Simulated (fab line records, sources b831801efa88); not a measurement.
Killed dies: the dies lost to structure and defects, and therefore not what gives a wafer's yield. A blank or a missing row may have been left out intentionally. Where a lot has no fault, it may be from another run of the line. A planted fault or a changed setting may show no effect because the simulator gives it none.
Which tool is to blame? | flow sky130 | 33 wafers sampled from 11 lots at 1 step of a route of 708

== WHAT THE GAUGES READ, wafer by wafer ==
SKY_VIA4_THK_MEAS_20: measures by xrf. Usual: VIA4_W_THK typically reads 515 nm, with standard deviation 7.5.
lot  | measured     | on           | VIA4_W_THK (nm) | flag
L120 | day 43 09:42 | filmMetro-03 | 509 508 507     | 
L121 | day 43 10:26 | filmMetro-03 | 518 516 510     | 
L123 | day 44 06:40 | filmMetro-02 | 511 509 507     | 
L124 | day 44 15:01 | filmMetro-02 | 512 512 504     | 
L130 | day 45 14:33 | filmMetro-01 | 514 517 519     | 
L131 | day 46 01:07 | filmMetro-02 | 520 515 522     | 
L132 | day 46 01:28 | filmMetro-01 | 523 515 526     | 
L133 | day 46 02:49 | filmMetro-01 | 526 524 514     | 
L139 | day 47 16:00 | filmMetro-03 | 501 504 499     | 
L140 | day 47 20:08 | filmMetro-03 | 509 505 508     | 
L142 | day 48 08:08 | filmMetro-03 | 521 515 526     | 

== TOOL THAT RAN EACH LOT (tool first, then ch and the chambers of the sampled wafers, then the start) ==
Record: no process step prior to these readings.

== AS READ BY THE TOOLS THEMSELVES (means over the sampled wafers that have a number; for cases with no such wafer, the mark the record gives instead) ==
The record holds no such reading with a usual standard deviation.

== THE ANSWER, worked out from the rows above alone ==
Rule: a lot is off if the mean of its wafers that have a number lies more than 3 standard deviations from the usual mean. A lot without any number at a reading at which 4 lots or more have one is off too. Where the step has rows for the other lots, those lots are counted as sound. After the gauges, taken in route order, come the tools' own readings; for these a lot's mean is taken, as printed above. The first step at which some lot is off is used, and at that step the reading that is off furthest; a lot without a number counts as furthest.
Across all readings shown, no lot is off: no conclusion can be drawn from this.

== WHAT HAD BEEN PUT IN BY THE SIMULATOR ==
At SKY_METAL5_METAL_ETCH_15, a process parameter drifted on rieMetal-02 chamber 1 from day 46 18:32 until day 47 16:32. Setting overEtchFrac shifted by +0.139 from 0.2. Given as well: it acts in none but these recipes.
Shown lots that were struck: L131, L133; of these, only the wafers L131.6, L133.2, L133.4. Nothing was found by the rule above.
